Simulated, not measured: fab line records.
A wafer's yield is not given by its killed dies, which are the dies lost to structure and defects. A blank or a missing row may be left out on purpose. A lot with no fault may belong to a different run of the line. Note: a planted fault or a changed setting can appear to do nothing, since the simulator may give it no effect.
fab line records	flow sky130
[record] lots = 6	wafers = 18	last_day = 50
route steps=708 shown GATE_OXIDE@202 POLY_GATE@204 RES_PROTECT@206 LDD_N@237 PAD_OPEN@708
lots that met no fault: taken from a fault-free run of the same line
start_h: start of the lot's first displayed wafer, in hours after the record's first day	wait_h: time in hours since the lot's previous step	" same as the row above	L1.1+2: one row covering several wafers at once	- no value, or no start given	* or withheld: withheld	< > ~ a bound
route shown NAME@n: names a module that has steps shown in the file, with the first one's number in the route	usual: mean/standard deviation taken from wafers without a fault	same: alike in all rows	chamber/n: place in a boat	sites: readings site by site	_std_site: standard deviation across them	_edge_site: outer sites' mean less inner sites'	radius_mm: how far each site lies from the wafer's centre	mask NAME#n: copy n	behind: the most recent tool/chamber to have shaped the wafer	hold: reason for holding the lot/hours on hold/outcome of the hold	device: the n, p or np transistor that did not switch	end of line: the route-end tests of the same wafers	where a step has no rows: the recipe by itself	killed: at the first sort, the dies lost to defects and structure; wafer yield is something else	map: the dies of a wafer, with x for killed, . for not killed, _ for no die there
set.NAME: setting as actually run; set.NAME@STEP: the setting as run at that earlier step	model.NAME: the simulator's own value behind a step, which no gauge read
lots at some steps of the route; a table a step, a row a wafer
services: a tool's chamber out of use, with start hour (start_h, from the record's first day; less than 0 if before it), hours out, and reason
[[steps]]
[step SKY_GATE_OXIDE_CLEAN_15]
[recipe] chemistry = SC1/SC2	mix = 1:4:20	temp_c = 70	time_s = 150	dry = n2_spin
[step SKY_GATE_OXIDE_OXIDATION_16]
[recipe] temp_c = 800	ambient = O2	idle_temp_c = 700	ramp_up_c_per_min = 10	ramp_down_c_per_min = 3	stabilise_s = 600	purge_s = 300	target_thk_a = 35.7	ox_time_s = 1915
[step SKY_POLY_GATE_CVD_00]
[recipe] material = poly-Si	target_thk_nm = 180	temp_c = 620	time_s = 720	pressure_mtorr = 200
[step SKY_POLY_GATE_THK_MEAS_01]
[recipe] reads = poly-Si_of_POLY_GATE_CVD_00
[usual] POLY_GATE_CVD_00_THK = 180.2/1.4
lot.wafer	tool	chamber	start_h	wait_h	POLY_GATE_CVD_00_THK[nm]
L354.2	film_metro-04	-	390.63	0.0	179.8
L354.3	"	-	"	"	180.6
L354.6	"	-	"	"	180.6
L356.2	film_metro-02	-	406.87	0.0	181.4
L356.4	"	-	"	"	182.4
L356.6	"	-	"	"	181.1
L357.2	film_metro-03	-	410.49	0.0	180.6
L357.3	"	-	"	"	180.9
L357.5	"	-	"	"	181.9
L366.3	film_metro-04	-	480.60	0.0	180.0
L366.5	"	-	"	"	178.6
L366.6	"	-	"	"	179.4
L368.1	film_metro-04	-	491.47	0.0	178.5
L368.2	"	-	"	"	179.7
L368.6	"	-	"	"	180.3
L369.3	film_metro-04	-	494.52	0.0	181.2
L369.5	"	-	"	"	180.0
L369.6	"	-	"	"	179.2
[step SKY_RES_PROTECT_DEHYDRATE_00]
[recipe] temp_c = 200	time_s = 60
[step SKY_RES_PROTECT_HMDS_01]
[recipe] prime_time_s = 60	prime_temp_c = 120
[step SKY_RES_PROTECT_COAT_02]
[recipe] resist = NOVOLAK	spin_rpm = 3000	resist_thk_nm = 1140
[step SKY_RES_PROTECT_SOFTBAKE_03]
[recipe] temp_c = 90	time_s = 60	resist = NOVOLAK
[step SKY_RES_PROTECT_EXPOSE_04]
[recipe] mask_id = RPM	na = 0.6	source_shape = conventional	sigma_outer = 0.6	polarization = unpolarized	target_cd_nm = 1270	dose_mj = 131
[step SKY_RES_PROTECT_PEB_05]
[recipe] temp_c = withheld	time_s = *	resist = NOVOLAK
[step SKY_RES_PROTECT_DEVELOP_06]
[recipe] resist = NOVOLAK	developer = TMAH	develop_time_s = 60	dev_temp_c = 23
[step SKY_POLY_GATE_IMPLANT_02]
[recipe] species = P	energy_kev = 30	dose_cm2 = 7.7e+15	tilt_deg = 0
[step SKY_RES_PROTECT_STRIP_07]
[recipe] chemistry = O2/N2	power_w = 1400	pressure_mtorr = 1500	platen_temp_c = withheld	o2_flow_sccm = 3000	n2_flow_sccm = 300	overash_fraction = 0.5
[usual] drypump_motor_current_A = 5.73/0.24	n2_flow_sccm = 300.1/0.93	oes_product_au = 0.518/0.0047	strip_time_to_endpoint_s = 23.31/0.045
lot.wafer	tool	chamber	start_h	wait_h	drypump_motor_current_A	n2_flow_sccm	oes_product_au	rf_hours_counter_h	strip_time_to_endpoint_s
L354.2	plasma_asher-02	0	419.54	0.1	5.69	300.8	0.524	73	23.33
L354.3	"	1	"	"	5.94	299.6	0.512	-	23.31
L354.6	"	1	"	"	5.93	299.9	0.514	-	23.35
L356.2	plasma_asher-03	1	435.94	0.1	5.27	300.7	0.528	64	23.30
L356.4	"	0	"	"	5.32	298.8	0.519	-	23.26
L356.6	"	0	"	"	5.32	299.1	0.518	-	23.24
L357.2	plasma_asher-04	0	439.99	0.1	5.92	299.1	0.520	1	23.40
L357.3	"	1	"	"	5.89	299.5	0.515	-	23.39
L357.5	"	0	"	"	5.92	298.5	0.515	-	23.40
L366.3	plasma_asher-03	1	510.47	0.1	5.25	300.6	0.514	-	23.36
L366.5	"	1	"	"	5.25	300.6	0.525	-	23.32
L366.6	"	0	"	"	5.30	298.9	0.515	-	23.36
L368.1	plasma_asher-02	1	521.59	0.1	5.91	302.0	0.517	83	23.19
L368.2	"	0	"	"	5.70	301.3	0.526	83	23.21
L368.6	"	0	"	"	5.70	301.2	0.525	-	23.19
L369.3	plasma_asher-02	0	524.77	0.1	5.68	299.4	0.520	-	23.32
L369.5	"	0	"	"	5.69	299.7	0.525	-	23.36
L369.6	"	1	"	"	5.93	301.2	0.520	-	23.32
[step SKY_RES_PROTECT_TW_MEAS_08]
[usual] POLY_GATE_TW = 4005/30
lot.wafer	tool	chamber	start_h	wait_h	POLY_GATE_TW
L354.2	film_metro-02	-	419.65	0.1	4016
L354.3	"	-	"	"	3981
L354.6	"	-	"	"	3980
L356.2	film_metro-02	-	436.05	0.1	4005
L356.4	"	-	"	"	3973
L356.6	"	-	"	"	3995
L357.2	film_metro-01	-	440.10	0.1	4002
L357.3	"	-	"	"	3998
L357.5	"	-	"	"	4025
L366.3	film_metro-02	-	510.56	0.1	3979
L366.5	"	-	"	"	3973
L366.6	"	-	"	"	3977
L368.1	film_metro-04	-	521.69	0.1	4025
L368.2	"	-	"	"	4044
L368.6	"	-	"	"	4003
L369.3	film_metro-01	-	524.86	0.1	4001
L369.5	"	-	"	"	3992
L369.6	"	-	"	"	3999
[step SKY_RES_PROTECT_CLEAN_09]
[recipe] chemistry = SC1/SC2	mix = 1:4:20	temp_c = 70	time_s = 150	dry = n2_spin
[step SKY_POLY_GATE_CVD_03]
[recipe] material = Si3N4	precursor = DCS/NH3	target_thk_nm = 75	temp_c = 770	time_s = 1290	pressure_mtorr = 250
[step SKY_POLY_GATE_THK_MEAS_04]
[recipe] reads = Si3N4_of_POLY_GATE_CVD_03
[usual] POLY_GATE_CVD_03_THK = 75.2/0.88
lot.wafer	tool	chamber	start_h	wait_h	POLY_GATE_CVD_03_THK[nm]
L354.2	film_metro-02	-	422.18	0.0	76.4
L354.3	"	-	"	"	76.6
L354.6	"	-	"	"	76.2
L356.2	film_metro-02	-	437.57	0.0	74.5
L356.4	"	-	"	"	74.6
L356.6	"	-	"	"	75.0
L357.2	film_metro-03	-	441.62	0.0	75.3
L357.3	"	-	"	"	75.5
L357.5	"	-	"	"	75.8
L366.3	film_metro-04	-	512.03	0.0	75.5
L366.5	"	-	"	"	75.5
L366.6	"	-	"	"	76.0
L368.1	film_metro-02	-	523.16	0.0	76.1
L368.2	"	-	"	"	76.0
L368.6	"	-	"	"	76.1
L369.3	film_metro-02	-	526.33	0.0	75.9
L369.5	"	-	"	"	75.6
L369.6	"	-	"	"	76.4
[step SKY_POLY_GATE_DEHYDRATE_05]
[recipe] temp_c = 200	time_s = 60
[step SKY_POLY_GATE_HMDS_06]
[recipe] prime_time_s = 60	prime_temp_c = 120
[step SKY_POLY_GATE_COAT_07]
[recipe] resist = BARC	temp_c = withheld	time_s = withheld	spin_rpm = 3000	resist_thk_nm = 110
[step SKY_POLY_GATE_COAT_08]
[recipe] resist = KrF-thick	spin_rpm = 3000	resist_thk_nm = 450
[step SKY_POLY_GATE_SOFTBAKE_09]
[recipe] temp_c = 100	time_s = 90	resist = KrF-thick
[step SKY_POLY_GATE_EXPOSE_10]
[recipe] mask_id = P1M	na = 0.68	source_shape = conventional	sigma_outer = 0.6	target_cd_nm = 150	dose_mj = 28
[step SKY_POLY_GATE_PEB_11]
[recipe] peb_temp_c = withheld	peb_time_s = withheld	resist = KrF-thick
[step SKY_POLY_GATE_DEVELOP_12]
[recipe] develop_time_s = 60	resist = KrF-thick	dev_temp_c = 21
[step SKY_POLY_GATE_CD_MEAS_13]
[recipe] target_cd_nm = 150
[usual] cd_nm = 150.5/1.4
lot.wafer	tool	chamber	start_h	wait_h	cd_nm
L354.2	cd_sem-02	-	452.26	-	150.4
L354.3	"	-	"	"	150.5
L354.6	"	-	"	"	149.4
L356.2	cd_sem-02	-	467.61	-	149.2
L356.4	"	-	"	"	149.6
L356.6	"	-	"	"	149.0
L357.2	cd_sem-02	-	472.56	-	148.8
L357.3	"	-	"	"	148.2
L357.5	"	-	"	"	149.0
L366.3	cd_sem-02	-	541.88	-	153.0
L366.5	"	-	"	"	152.8
L366.6	"	-	"	"	152.0
L368.1	cd_sem-01	-	552.57	-	150.2
L368.2	"	-	"	"	150.9
L368.6	"	-	"	"	150.2
L369.3	cd_sem-01	-	555.68	-	150.4
L369.5	"	-	"	"	150.5
L369.6	"	-	"	"	149.9
[step SKY_POLY_GATE_OVL_MEAS_14]
[usual] POLY_GATE_OVL = 0/5.8
lot.wafer	tool	chamber	start_h	wait_h	POLY_GATE_OVL[nm]
L354.2	overlay-01	-	452.36	0.1	0
L354.3	"	-	"	"	11
L354.6	"	-	"	"	3
L356.2	overlay-01	-	467.71	0.1	5
L356.4	"	-	"	"	-5
L356.6	"	-	"	"	-1
L357.2	overlay-02	-	472.66	0.1	-2
L357.3	"	-	"	"	-6
L357.5	"	-	"	"	-12
L366.3	overlay-01	-	541.97	0.1	0
L366.5	"	-	"	"	-9
L366.6	"	-	"	"	1
L368.1	overlay-02	-	552.69	0.1	-5
L368.2	"	-	"	"	-4
L368.6	"	-	"	"	4
L369.3	overlay-02	-	555.77	0.1	5
L369.5	"	-	"	"	6
L369.6	"	-	"	"	2
[step SKY_POLY_GATE_ETCH_15]
[recipe] chemistry = N2/H2	target = BARC	ion_energy_ev = 200	source_w = 500	bias_w = 100	pressure_mtorr = 30	n2_flow_sccm = 100	h2_flow_sccm = 200	stop_on = SiO2	time_s = 118.5	target_depth_a = 1100
[usual] drypump_motor_current_A = 6.0/0.37	h2_flow_sccm = 200.0/0.58	n2_flow_sccm = 100.0/0.33	oes_product_au = 0.716/0.0045	throttle_valve_pct = 13.213/0.0089
lot.wafer	tool	chamber	start_h	wait_h	drypump_motor_current_A	h2_flow_sccm	n2_flow_sccm	oes_product_au	rf_hours_counter_h	throttle_valve_pct
L354.2	rie_diel-01	2	452.39	0.0	6.0	199.5	99.9	0.716	7	13.218
L354.3	"	1	"	"	6.2	200.5	99.5	0.710	3	13.200
L354.6	"	2	"	"	6.0	199.7	100.0	0.704	-	13.214
L356.2	rie_diel-02	2	467.74	0.0	6.7	200.7	99.6	0.722	15	13.219
L356.4	"	0	"	"	6.0	200.1	99.4	0.711	13	13.214
L356.6	"	1	"	"	5.5	199.9	99.6	0.718	-	13.215
L357.2	rie_diel-04	2	472.69	0.0	5.5	199.3	99.9	0.716	3	13.220
L357.3	"	3	"	"	5.3	200.0	100.0	0.713	2	13.206
L357.5	"	2	"	"	5.5	200.4	100.5	0.714	-	13.208
L366.3	rie_diel-04	2	541.99	0.0	5.5	200.5	100.1	0.712	4	13.213
L366.5	"	1	"	"	6.4	199.1	100.0	0.714	-	13.211
L366.6	"	2	"	"	5.5	200.2	99.2	0.714	-	13.214
L368.1	rie_diel-02	3	552.72	0.0	6.2	199.8	99.7	0.708	2	13.198
L368.2	"	0	"	"	6.0	200.3	99.7	0.710	15	13.197
L368.6	"	3	"	"	6.3	199.9	99.3	0.713	-	13.214
L369.3	rie_diel-01	1	555.79	0.0	6.2	201.6	100.0	0.714	6	13.221
L369.5	"	2	"	"	6.0	200.8	99.6	0.715	-	13.212
L369.6	"	1	"	"	6.2	199.8	100.1	0.714	-	13.207
[step SKY_POLY_GATE_ETCH_16]
[recipe] stop_on = poly-Si	chemistry = CH3F/O2	target = Si3N4	source_w = 400	bias_w = 80	pressure_mtorr = 25	ch3f_flow_sccm = 40	O2_flow_sccm = 30	time_s = 147.5	target_depth_a = 750
[usual] drypump_motor_current_A = 6.0/0.37	oes_product_au = 0.641/0.0049	throttle_valve_pct = 10.536/0.0093
lot.wafer	tool	chamber	start_h	wait_h	drypump_motor_current_A	oes_product_au	rf_hours_counter_h	throttle_valve_pct
L354.2	rie_diel-01	2	452.48	0.0	6.0	0.644	7	10.532
L354.3	"	1	"	"	6.1	0.647	4	10.544
L354.6	"	2	"	"	6.0	0.637	-	10.543
L356.2	rie_diel-02	2	467.82	0.0	6.6	0.644	15	10.546
L356.4	"	0	"	"	6.0	0.647	13	10.546
L356.6	"	1	"	"	5.5	0.641	-	10.521
L357.2	rie_diel-04	2	472.78	0.0	5.5	0.645	3	10.539
L357.3	"	3	"	"	5.3	0.642	2	10.543
L357.5	"	2	"	"	5.5	0.643	-	10.527
L366.3	rie_diel-04	2	542.07	0.0	5.5	0.640	4	10.535
L366.5	"	1	"	"	6.4	0.646	-	10.524
L366.6	"	2	"	"	5.5	0.647	-	10.533
L368.1	rie_diel-02	3	552.80	0.0	6.2	0.638	2	10.535
L368.2	"	0	"	"	6.0	0.636	15	10.533
L368.6	"	3	"	"	6.2	0.646	-	10.545
L369.3	rie_diel-01	1	555.87	0.0	6.1	0.645	6	10.538
L369.5	"	2	"	"	6.0	0.638	-	10.538
L369.6	"	1	"	"	6.2	0.655	-	10.540
[step SKY_POLY_GATE_ETCH_17]
[recipe] target_depth_nm = 180	stop_on = SiO2	over_etch_frac = 0.56667	chemistry = HBr/Cl2	target = poly-Si	icp_w = 400	bias_w = 100	pressure_mtorr = 10	HBr_flow_sccm = 150	Cl2_flow_sccm = 50	time_s = 70.5
[usual] drypump_motor_current_A = 5.6/0.47	oes_product_au = 0.986/0.0071	throttle_valve_pct = 33.683/0.0096
lot.wafer	tool	chamber	start_h	wait_h	drypump_motor_current_A	oes_product_au	rf_hours_counter_h	throttle_valve_pct
L354.2	rie_si-02	2	452.58	0.0	5.7	0.980	4	33.679
L354.3	"	1	"	"	4.9	0.988	16	33.690
L354.6	"	1	"	"	5.0	0.987	-	33.677
L356.2	rie_si-01	3	467.92	0.0	6.1	0.989	5	33.705
L356.4	"	3	"	"	6.0	1.003	-	33.687
L356.6	"	0	"	"	4.7	0.980	-	33.688
L357.2	rie_si-02	1	472.88	0.0	5.0	1.002	17	33.693
L357.3	"	0	"	"	5.8	0.993	0	33.690
L357.5	"	2	"	"	5.7	0.983	-	33.692
L366.3	rie_si-01	1	542.17	0.0	6.1	0.979	5	33.686
L366.5	"	2	"	"	5.9	0.985	-	33.701
L366.6	"	3	"	"	6.0	0.988	-	33.718
L368.1	rie_si-01	3	552.90	0.0	6.1	0.987	6	33.685
L368.2	"	0	"	"	4.7	0.988	1	33.685
L368.6	"	2	"	"	5.9	0.984	-	33.676
L369.3	rie_si-02	2	555.97	0.0	5.6	0.995	5	33.683
L369.5	"	2	"	"	5.7	0.978	-	33.681
L369.6	"	3	"	"	5.6	0.981	-	33.679
[step SKY_POLY_GATE_STRIP_18]
[recipe] chemistry = O2/N2	power_w = 1400	pressure_mtorr = 1500	platen_temp_c = withheld	o2_flow_sccm = 3000	n2_flow_sccm = 300	overash_fraction = 0.5
[usual] drypump_motor_current_A = 5.5/0.35	n2_flow_sccm = 300.0/0.92	oes_product_au = 0.360/0.0047	strip_time_to_endpoint_s = 3.17/0.039
lot.wafer	tool	chamber	start_h	wait_h	drypump_motor_current_A	n2_flow_sccm	oes_product_au	rf_hours_counter_h	strip_time_to_endpoint_s
L354.2	plasma_asher-01	0	452.63	0.0	5.1	299.8	0.355	31	3.14
L354.3	"	0	"	"	5.0	301.2	0.362	-	3.14
L354.6	"	1	"	"	5.3	299.0	0.354	-	3.09
L356.2	plasma_asher-01	0	467.98	0.0	5.1	300.4	0.357	33	3.15
L356.4	"	0	"	"	5.1	299.0	0.362	-	3.18
L356.6	"	0	"	"	5.1	299.7	0.359	-	3.19
L357.2	plasma_asher-01	0	472.93	0.0	5.1	300.2	0.359	33	3.08
L357.3	"	1	"	"	5.3	300.1	0.366	-	3.17
L357.5	"	1	"	"	5.3	300.2	0.359	-	3.15
L366.3	plasma_asher-01	1	542.26	0.1	5.3	299.0	0.359	-	3.15
L366.5	"	0	"	"	5.1	299.2	0.356	-	3.19
L366.6	"	1	"	"	5.3	300.1	0.360	-	3.11
L368.1	plasma_asher-01	0	552.96	0.0	5.1	300.8	0.355	42	3.10
L368.2	"	1	"	"	5.3	300.0	0.353	42	3.11
L368.6	"	0	"	"	5.1	300.7	0.354	-	3.13
L369.3	plasma_asher-04	1	556.06	0.1	5.9	300.2	0.355	-	3.15
L369.5	"	0	"	"	5.9	299.7	0.362	-	3.22
L369.6	"	1	"	"	5.9	297.7	0.361	-	3.17
[step SKY_POLY_GATE_CLEAN_19]
[recipe] chemistry = SC1/SC2	mix = 1:4:20	temp_c = 70	time_s = 150	dry = n2_spin
[step SKY_POLY_GATE_OXIDATION_20]
[recipe] temp_c = 850	ambient = O2	stabilise_s = 600	purge_s = 300	target_thk_a = 40	ox_time_s = 899
[step SKY_POLY_GATE_THK_MEAS_21]
[recipe] reads = SiO2_of_POLY_GATE_OXIDATION_20
[usual] POLY_GATE_OXIDATION_THK = 3.99/0.082
lot.wafer	tool	chamber	start_h	wait_h	POLY_GATE_OXIDATION_THK[nm]
L354.2	film_metro-04	-	454.55	0.0	3.97
L354.3	"	-	"	"	4.00
L354.6	"	-	"	"	3.96
L356.2	film_metro-04	-	470.11	0.0	4.09
L356.4	"	-	"	"	4.09
L356.6	"	-	"	"	4.03
L357.2	film_metro-04	-	474.35	0.0	3.91
L357.3	"	-	"	"	3.91
L357.5	"	-	"	"	3.90
L366.3	film_metro-04	-	543.71	0.0	4.09
L366.5	"	-	"	"	3.89
L366.6	"	-	"	"	3.95
L368.1	film_metro-03	-	554.36	0.0	4.05
L368.2	"	-	"	"	3.99
L368.6	"	-	"	"	3.94
L369.3	film_metro-03	-	557.64	0.0	4.01
L369.5	"	-	"	"	3.99
L369.6	"	-	"	"	4.06
[step SKY_POLY_GATE_CD_MEAS_22]
[usual] cd_nm = 152.1/2
lot.wafer	tool	chamber	start_h	wait_h	cd_nm
L354.2	cd_sem-01	-	454.64	0.1	151.4
L354.3	"	-	"	"	150.3
L354.6	"	-	"	"	150.1
L356.2	cd_sem-02	-	470.18	0.1	150.3
L356.4	"	-	"	"	150.6
L356.6	"	-	"	"	149.9
L357.2	cd_sem-02	-	474.42	0.1	151.0
L357.3	"	-	"	"	148.8
L357.5	"	-	"	"	150.6
L366.3	cd_sem-01	-	543.81	0.1	154.1
L366.5	"	-	"	"	153.9
L366.6	"	-	"	"	151.8
L368.1	cd_sem-01	-	554.42	0.1	153.3
L368.2	"	-	"	"	154.6
L368.6	"	-	"	"	152.9
L369.3	cd_sem-02	-	557.74	0.1	151.8
L369.5	"	-	"	"	151.9
L369.6	"	-	"	"	149.4
[step SKY_LDD_N_DEHYDRATE_00]
[recipe] temp_c = 200	time_s = 60
[step SKY_LDD_N_HMDS_01]
[recipe] prime_time_s = 60	prime_temp_c = 120
[step SKY_LDD_N_COAT_02]
[recipe] resist = NOVOLAK	spin_rpm = 3000	resist_thk_nm = 300
[step SKY_LDD_N_SOFTBAKE_03]
[recipe] temp_c = 90	time_s = 60	resist = NOVOLAK
[step SKY_LDD_N_EXPOSE_04]
[recipe] mask_id = NTM	target_cd_nm = 840	na = 0.6	source_shape = conventional	sigma_outer = 0.6	dose_mj = 110
[step SKY_LDD_N_PEB_05]
[recipe] temp_c = withheld	time_s = *	resist = NOVOLAK
[step SKY_LDD_N_DEVELOP_06]
[recipe] develop_time_s = 60	dev_temp_c = 23
[step SKY_PAD_OPEN_PROBE_99]
[usual] killed_at_M0_to_M3 = 42/6.7	killed_at_M4_up = 3.0/1.9	killed_at_contacts = 24/5.3	killed_at_front_end = 16/4.3	killed_at_other = 0.4/0.71	killed_dies = 85/9.6	killed_open = 46/6.5	killed_short = 39/6.7
[same] gross_dies = 492	killed_at_back_side = 0
lot.wafer	tool	chamber	start_h	wait_h	killed_at_M0_to_M3	killed_at_M4_up	killed_at_contacts	killed_at_front_end	killed_at_other	killed_dies	killed_open	killed_short
L356.2	prober-01	-	1156.15	0.1	24	3	28	6	0	61	33	27
L356.4	prober-01	-	1156.25	0.2	41	4	26	11	1	83	40	40
L356.6	prober-01	-	1156.35	0.2	30	3	26	18	0	77	43	34
L368.1	prober-01	-	1202.26	0.1	44	5	27	12	54	142	48	40
L368.2	prober-01	-	1202.31	0.1	39	3	21	15	52	130	43	35
L368.6	prober-01	-	1202.51	0.2	37	5	20	12	57	131	37	38
L369.3	prober-02	-	1208.82	0.2	43	6	29	12	49	139	55	35
L369.5	prober-02	-	1208.92	0.2	41	5	20	14	49	129	50	30
L369.6	prober-02	-	1208.97	0.2	31	3	23	15	50	122	44	29
// killed by level:class
L356.2 LI_CONTACT:geometric_particle:open=12 CONTACT:geometric_particle:open=7 LOCAL_INTERCONNECT:geometric_particle:short=4 METAL2:geometric_particle:short=4 VIA2:geometric_particle:open=4 VIA3:geometric_particle:short=4 VIA1:geometric_particle:open=3 CONTACT:geometric_particle:short=3
L356.4 CONTACT:geometric_particle:open=8 VIA1:geometric_particle:open=7 VIA2:geometric_particle:open=7 LI_CONTACT:geometric_particle:open=6 LOCAL_INTERCONNECT:geometric_particle:short=5 METAL1:geometric_particle:short=5 VIA1:geometric_particle:short=5 VIA3:geometric_particle:open=4
L356.6 LI_CONTACT:geometric_particle:open=9 LI_CONTACT:geometric_particle:short=6 VIA1:geometric_particle:open=6 FIELD_ISO:geometric_particle:short=5 CONTACT:geometric_particle:short=5 VIA2:geometric_particle:open=5 POLY_GATE:geometric_particle:open=4 CONTACT:geometric_particle:open=4
L368.1 RES_PROTECT:unspecified=54 VIA2:geometric_particle:open=11 CONTACT:geometric_particle:open=11 VIA1:geometric_particle:open=10 VIA1:geometric_particle:short=9 METAL1:geometric_particle:short=8 LI_CONTACT:geometric_particle:open=6 METAL4:geometric_particle:short=5
L368.2 RES_PROTECT:unspecified=52 CONTACT:geometric_particle:open=9 VIA2:geometric_particle:open=8 VIA3:geometric_particle:open=7 VIA1:geometric_particle:open=7 VIA1:geometric_particle:short=6 LI_CONTACT:geometric_particle:open=5 CONTACT:geometric_particle:short=5
L368.6 RES_PROTECT:unspecified=56 VIA1:geometric_particle:open=9 METAL2:geometric_particle:short=7 CONTACT:geometric_particle:open=6 LI_CONTACT:geometric_particle:open=5 VIA3:geometric_particle:open=5 VIA2:geometric_particle:short=4 VIA1:geometric_particle:short=4
L369.3 RES_PROTECT:unspecified=49 LI_CONTACT:geometric_particle:open=11 VIA1:geometric_particle:open=11 VIA2:geometric_particle:open=7 LI_CONTACT:geometric_particle:short=6 CONTACT:geometric_particle:open=6 VIA3:geometric_particle:open=6 VIA1:geometric_particle:short=5
L369.5 RES_PROTECT:unspecified=49 VIA1:geometric_particle:open=9 VIA3:geometric_particle:open=7 CONTACT:geometric_particle:open=7 VIA2:geometric_particle:open=7 LI_CONTACT:geometric_particle:open=6 VIA1:geometric_particle:short=6 FIELD_ISO:geometric_particle:open=4
L369.6 RES_PROTECT:unspecified=49 LI_CONTACT:geometric_particle:open=7 CONTACT:geometric_particle:open=7 VIA1:geometric_particle:open=6 VIA2:geometric_particle:open=6 FIELD_ISO:geometric_particle:open=5 METAL2:geometric_particle:short=5 POLY_GATE:geometric_particle:open=4
// map L368.1 (x killed, . not)
__________.xxx......_________
________......xx......_______
______x....x.....xx..xx._____
_____..x.x.......x.x.....____
____......x..x..x.....x...___
___...x.....xx...x..x......__
__.x.x.......xx...x....x...._
_.........x..x.......x..x.x..
_......x..x......x..xxxx..x..
_...x........xx...xxxxxxx...x
_xx..x...x..x....xxxxxxxxxx..
_..x.x..x...x.xx...xxxxxxxx..
_.x.x.x.x.....x.xx.xxxxxxx..x
_.x....x.....x....xxxxxxx....
_..x.....x..x....x.xxxxxxx...
__...x..........x..xx..xx..x_
___.x.....x.......xx...x...__
____...x..x....xx........x___
_____....x.....x.........____
______.....x........x..._____
________.............x_______
__________........x._________
// map L369.3 (x killed, . not)
__________.....x...._________
________...x...x...x.x_______
______x.x..x.x..x......._____
_____.x...x.....x.....x..____
____.........x.x.xx...x...___
___........................__
__.x...x......x...x.xxx....._
_..........xxxx.xxxxx.xx.x.x.
_......x.x..x..xxxxxxx..x...x
_xx..x.x.......xxxxxxxxx.....
_......xx.....xxxxxxxxxx.....
_..........xx...xxxxxxx.x.x..
_x.x............xxxxxxxxx..x.
_..x.....xx.....xxxxxxxx.....
_......x....x.x...xxxx.xx....
__..........x....x.........._
___....x.......x....x......__
____.x...xx.x............x___
_____xx........x.........____
______..x........x....x._____
________...x.x........_______
__________....x..x.._________
[[services]]
tool	chamber	start_h	hours	kind
plasma_asher-03	-	419.40	2.6	repair
plasma_asher-04	-	421.25	9.0	pm
plasma_asher-04	0	421.25	9.0	vent_cycle
plasma_asher-04	1	421.25	9.0	vent_cycle
rie_diel-02	3	427.98	-	clean
rie_diel-02	3	427.98	19.3	scheduled_down
rie_diel-02	3	427.98	19.3	vent_cycle
rie_si-02	0	447.04	-	clean
rie_si-02	0	447.04	22.3	scheduled_down
rie_si-02	0	447.04	22.3	vent_cycle
rie_si-01	2	461.91	-	clean
rie_si-01	2	461.91	16.0	scheduled_down
rie_si-01	2	461.91	16.0	vent_cycle
plasma_asher-03	-	467.60	10.3	repair
rie_diel-04	2	479.83	7.9	repair
rie_diel-01	0	490.41	4.0	repair
rie_diel-04	1	494.55	-	clean
rie_diel-04	1	494.55	14.0	scheduled_down
rie_diel-04	1	494.55	14.0	vent_cycle
plasma_asher-03	-	529.88	22.8	pm
rie_diel-01	0	532.26	4.5	repair
rie_diel-02	2	532.38	2.4	repair
rie_si-02	-	545.16	0.5	repair
plasma_asher-02	-	545.50	14.6	pm
[[key]]
[first_sign] step = SKY_PAD_OPEN_PROBE_99	reading = killed_at_other	direction = up	sigmas = 51	usual = 0.4	struck = 51.8
[effect] step = SKY_PAD_OPEN_PROBE_99	reading = killed_dies	direction = up	sigmas = 4.9	usual = 85	struck = 132
met_at SKY_RES_PROTECT_STRIP_07
struck_wafers L368.1,L368.2,L368.6,L369.3,L369.5,L369.6
tester_left_out L368,L369
onset_between 419.54 521.59
also_fits time
[fault] kind = chamber_particle_source	tool = plasma_asher-02	chamber = -	onset_h = 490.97	steps = SKY_RES_PROTECT_STRIP_07	rate_per_visit_cm2 = 0.71658	end_h = 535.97
// tester_left_out: of these lots the tester's yield and bins aren't shown, on N5 and GAA mostly nor the transistor test; their killed dies are dies lost to structure and defects alone, not to doping, threshold or leakage, so they don't give the yield
